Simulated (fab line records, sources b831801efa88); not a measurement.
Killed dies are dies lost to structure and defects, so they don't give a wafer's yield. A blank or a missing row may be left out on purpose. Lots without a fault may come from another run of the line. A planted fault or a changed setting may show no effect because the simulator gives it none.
Which tool did it? | flow sky130 | 12 lots, 36 wafers sampled, at 4 steps of a route of 708

WHAT THE GAUGES READ, wafer by wafer
SKY_NWELL_RS_MEAS_31: measures by four-point-probe.
lot  | measured     | on            | PWDE_RS (ohm/sq)
L703 | day 5 05:29  | film_metro-04 | 5364 5359 5373
L704 | day 5 17:34  | film_metro-02 | 5367 5353 5349
L705 | day 5 17:51  | film_metro-03 | 5359 5351 5337
L706 | day 6 01:59  | film_metro-04 | 5365 5353 5368
L707 | day 6 06:30  | film_metro-02 | 5358 5348 5364
L708 | day 6 15:36  | film_metro-03 | 5359 5348 5353
L713 | day 7 20:22  | film_metro-04 | 5357 5344 5355
L715 | day 8 05:34  | film_metro-04 | 5387 5347 5382
L722 | day 10 03:15 | film_metro-02 | 5350 5343 5363
L723 | day 10 08:10 | film_metro-03 | 5369 5339 5347
L724 | day 10 14:43 | film_metro-02 | 5332 5351 5338
L725 | day 11 00:52 | film_metro-04 | 5365 5374 5359

SKY_LDD_N_OVL_MEAS_07.
lot  | measured     | on         | LDD_N_OVL (nm)
L703 | day 17 08:41 | overlay-02 | 0.9 0.4 1.7
L704 | day 18 07:11 | overlay-01 | 1.6 3.6 1.3
L705 | day 18 07:19 | overlay-01 | 1.8 2.6 2.9
L706 | day 19 01:46 | overlay-02 | 0.5 0.8 -0.5
L707 | day 19 01:55 | overlay-01 | 0.1 2.1 2.6
L708 | day 19 22:58 | overlay-02 | -0.2 1.5 -1.0
L713 | day 21 23:16 | overlay-01 | 2.7 2.1 1.2
L715 | day 22 08:34 | overlay-01 | 3.5 0.4 3.2
L722 | day 24 18:22 | overlay-02 | -0.7 -1.2 -1.3
L723 | day 24 22:40 | overlay-01 | 0.5 2.2 0.5
L724 | day 25 05:55 | overlay-01 | 2.1 2.5 3.2
L725 | day 25 18:25 | overlay-02 | 2.0 -0.2 0.5

WHICH TOOL RAN EACH LOT (tool, then ch and the chambers of the sampled wafers, then the start)
lot  | SKY_NWELL_RTA_28                 | SKY_GATE_OXIDE_OXIDATION_16
L703 | rtp_anneal-02 ch 0, day 5 05:06  | furnace-02 ch 0, day 13 15:35
L704 | rtp_anneal-01 ch 0, day 5 17:13  | furnace-02 ch 0, day 14 09:46
L705 | rtp_anneal-02 ch 0, day 5 17:31  | furnace-02 ch 0, day 14 09:46
L706 | rtp_anneal-01 ch 0, day 6 01:38  | furnace-02 ch 0, day 15 01:18
L707 | rtp_anneal-02 ch 0, day 6 06:10  | furnace-02 ch 0, day 15 01:18
L708 | rtp_anneal-01 ch 0, day 6 15:16  | furnace-01 ch 0, day 15 20:28
L713 | rtp_anneal-02 ch 0, day 7 20:01  | furnace-02 ch 0, day 17 19:12
L715 | rtp_anneal-01 ch 0, day 8 05:13  | furnace-02 ch 0, day 18 03:43
L722 | rtp_anneal-02 ch 0, day 10 02:55 | furnace-01 ch 0, day 20 17:07
L723 | rtp_anneal-02 ch 0, day 10 07:49 | furnace-02 ch 0, day 20 21:17
L724 | rtp_anneal-01 ch 0, day 10 14:23 | furnace-01 ch 0, day 21 06:40
L725 | rtp_anneal-02 ch 0, day 11 00:32 | furnace-01 ch 0, day 21 18:26
- SKY_NWELL_RTA_28: time 30 s.
- SKY_GATE_OXIDE_OXIDATION_16: stabilise 600 s, purge 300 s, target thk 3.57 nm.

WHAT THE TOOLS THEMSELVES READ (means of the sampled wafers that have a number; where no wafer has one, the mark that the record gives instead)
SKY_NWELL_RTA_28.
lot  | tool          | lamp_power_pct (%) | ramp_down_c_per_s | wafer_temp_C_max
L703 | rtp_anneal-02 | 25.36              | 89.997            | 1054.3
L704 | rtp_anneal-01 | 25.31              | 90.003            | 1054.4
L705 | rtp_anneal-02 | 25.33              | 89.986            | 1054.8
L706 | rtp_anneal-01 | 25.32              | 90.020            | 1054.9
L707 | rtp_anneal-02 | 25.31              | 90.007            | 1054.6
L708 | rtp_anneal-01 | 25.28              | 90.004            | 1055.3
L713 | rtp_anneal-02 | 25.32              | 89.999            | 1054.2
L715 | rtp_anneal-01 | 25.32              | 89.995            | 1055.3
L722 | rtp_anneal-02 | 25.34              | 89.992            | 1055.0
L723 | rtp_anneal-02 | 25.32              | 89.996            | 1054.7
L724 | rtp_anneal-01 | 25.28              | 90.003            | 1055.3
L725 | rtp_anneal-02 | 25.31              | 89.988            | 1054.8

SKY_GATE_OXIDE_OXIDATION_16.
lot  | tool       | spike_tc_bottom_C (C) | spike_tc_centre_C (C) | spike_tc_lower_C (C) | spike_tc_top_C (C) | spike_tc_upper_C (C) | tube_center_temp_C (C) | tube_center_temp_C_max | zone_power_centre_pct (%) | zone_power_lower_pct (%)
L703 | furnace-02 | 818.8                 | 797.4                 | 800.2                | 806.0              | 801.8                | 800                    | 801.9                  | 15.55                     | 12.7
L704 | furnace-02 | 819.4                 | 797.6                 | 799.9                | 805.5              | 800.5                | 800                    | 802.3                  | 15.76                     | 12.7
L705 | furnace-02 | 819.5                 | 797.4                 | 800.8                | 806.6              | 801.1                | 800                    | 802.2                  | 15.31                     | 12.7
L706 | furnace-02 | 819.7                 | 798.8                 | 800.1                | 804.9              | 799.5                | 800                    | 802.2                  | 15.64                     | 12.7
L707 | furnace-02 | 820.1                 | 797.7                 | 800.0                | 806.1              | 800.3                | 800                    | 802.0                  | 15.43                     | 12.7
L708 | furnace-01 | 824.5                 | 799.4                 | 801.5                | 812.5              | 802.7                | 800                    | 802.2                  | 14.99                     | 15.4
L713 | furnace-02 | 813.2                 | 791.5                 | 793.9                | 800.1              | 794.5                | 793                    | 795.3                  | 15.21                     | 12.7
L715 | furnace-02 | 813.3                 | 792.3                 | 793.6                | 799.4              | 793.4                | 794                    | 795.8                  | 15.24                     | 12.4
L722 | furnace-01 | 824.0                 | 800.0                 | 801.3                | 811.1              | 803.2                | 800                    | 801.9                  | 15.01                     | 15.5
L723 | furnace-02 | 819.8                 | 798.5                 | 799.7                | 806.2              | 800.8                | 800                    | 801.8                  | 15.62                     | 12.8
L724 | furnace-01 | 823.7                 | 800.5                 | 800.9                | 811.4              | 802.8                | 800                    | 801.9                  | 15.05                     | 15.4
L725 | furnace-01 | 824.1                 | 799.6                 | 800.3                | 812.3              | 803.0                | 800                    | 801.8                  | 15.06                     | 15.4

THE ANSWER, worked out from the rows above alone
Rule: what is usual is taken from the lots themselves. Put in order of their means at a reading, lots are off if they are a third of the lots or fewer, leave a main group of 4 or more, and stand apart from it by a gap of 3 or more times the standard deviation of the main group's means; of several such gaps the widest counts. A main group whose means are all the same, to the digits that the tables above print for the reading, isn't used. A lot without any number at a reading at which 4 lots or more have one is off too. The other lots that the step has rows for count as sound. The gauges are gone through in route order, then the tools' own readings, and for those a lot's mean is taken as printed above. The first step at which some lot is off is used, and at that step the reading that is off furthest; a lot without a number counts as furthest.
Off: L713, L715, at SKY_GATE_OXIDE_OXIDATION_16 (tube_center_temp_C_max). The main group: mean 802.0, standard deviation 0.18.
A tool fits if, at that step or a process step before it, it ran every lot that is off, and no sound lot after the first of them. None of those tried fits.

WHAT THE SIMULATOR HAD PUT IN
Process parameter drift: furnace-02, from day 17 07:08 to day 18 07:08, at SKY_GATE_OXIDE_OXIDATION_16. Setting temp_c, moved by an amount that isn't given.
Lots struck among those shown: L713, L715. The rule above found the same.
